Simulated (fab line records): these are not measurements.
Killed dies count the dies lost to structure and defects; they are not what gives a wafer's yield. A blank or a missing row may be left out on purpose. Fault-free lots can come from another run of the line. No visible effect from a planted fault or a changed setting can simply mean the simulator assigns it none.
Code-filled problem report in 8D (eight disciplines) form	flow gf180mcu	the parts of the form that need people (team, actions taken, sign-off) are left out

== 1. PROBLEM STATEMENT ==
Mean MVPSD_RS at GF_VT_IMPLANT_RS_MEAS_49: 1206.9 ohm/sq over 9 wafers in 3 lots; fault-free wafers: 1169.9 ohm/sq, standard deviation 2.9. Measured from the usual mean, that is +13 standard deviations.
The step: measures by four-point-probe.
First seen on wafer L698.1, day 11 00:12, on film_metro-04. At this step, 39 wafers from 13 lots have a number in the record. Rule for "out" (also "out of limits"): further than 4 standard deviations from the usual mean. The rest of the wafers with a number are treated as sound.

== 2. WHAT IT IS AND WHAT IT IS NOT ==
question	is	is not
which readings at this step	MVPSD_RS	-
which lots	L698, L700, L701	L686, L688, L690, L692, L693, L694, L702, L703, L705, L706
which wafers of those lots	all that have a number	-
read on which gauges	film_metro-01, film_metro-02, film_metro-04	-
when	from day 11 00:12	up to then (18 sound wafers); but 12 sound wafers of L702, L703, L705, L706 came after

== 3. THE SUSPECTS, EACH WITH WHAT RULES IT OUT ==
Counting: a tool at any process step up to the reading remains a suspect when it ran all the lots that are out and ran no sound lot after the first of those.
- the gauge at GF_VT_IMPLANT_RS_MEAS_49: ruled out. The wafers that are out were read on 3 gauges (film_metro-01, film_metro-02, film_metro-04).
- implanter-02 at GF_MVPSD_IMPLANT_09: kept. It ran every lot that is out, first L698 (day 8 00:50), and no sound lot after that; its last sound lot up to then is L694 (day 6 22:59). On those wafers its own readings are out: beam_on_s, faraday_current_uA.
Remaining after the count: implanter-02 at GF_MVPSD_IMPLANT_09.

== 4. THE CAUSE (what the simulator had put in) ==
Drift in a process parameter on implanter-02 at GF_MVPSD_IMPLANT_09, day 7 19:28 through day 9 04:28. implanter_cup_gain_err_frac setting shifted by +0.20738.
Counting left only this tool.

== 5. THE CHAIN OF EFFECTS, in route order ==
Rows list readings where the struck wafers' mean (over those with a number) sits beyond 3 standard deviations from the usual. Only readings for which the record gives a usual standard deviation are gone through. hours: the time from each lot's start at the first step in this table that gives one to its start at this step, as a median over the lots. sigmas: the change in usual standard deviations.
hours	step	reading	usual	on struck wafers	change	sigmas
0	GF_MVPSD_IMPLANT_09	beam_on_s	9.97 s	8.19	-1.78	-8.5
0	GF_MVPSD_IMPLANT_09	faraday_current_uA	28.3	34.4	+6.1	+11
73	GF_VT_IMPLANT_RS_MEAS_49	MVPSD_RS	1169.9 ohm/sq	1206.9	+37.0	+13
Its process steps:
- GF_MVPSD_IMPLANT_09
Later measuring or inspecting steps at which every struck wafer that the step has a row for has a number for every such reading, and none has moved that far: GF_V3_THK_MEAS_25.

== 6. HOW IT WOULD HAVE BEEN CAUGHT EARLIER ==
Counted from the fault's start at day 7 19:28, it took 77 hours until the first out-of-limits reading at a measuring or inspecting step in this record, taken at day 11 00:12.
The tool's own readings at GF_MVPSD_IMPLANT_09 were out on every struck wafer that the step has a row for (beam_on_s, faraday_current_uA): an alarm limit on them would have fired on the first of those.
Lots out: 3; all had begun GF_MVPSD_IMPLANT_09 on implanter-02 by day 11 00:12. Tool hold at that time: it would have spared none of them.
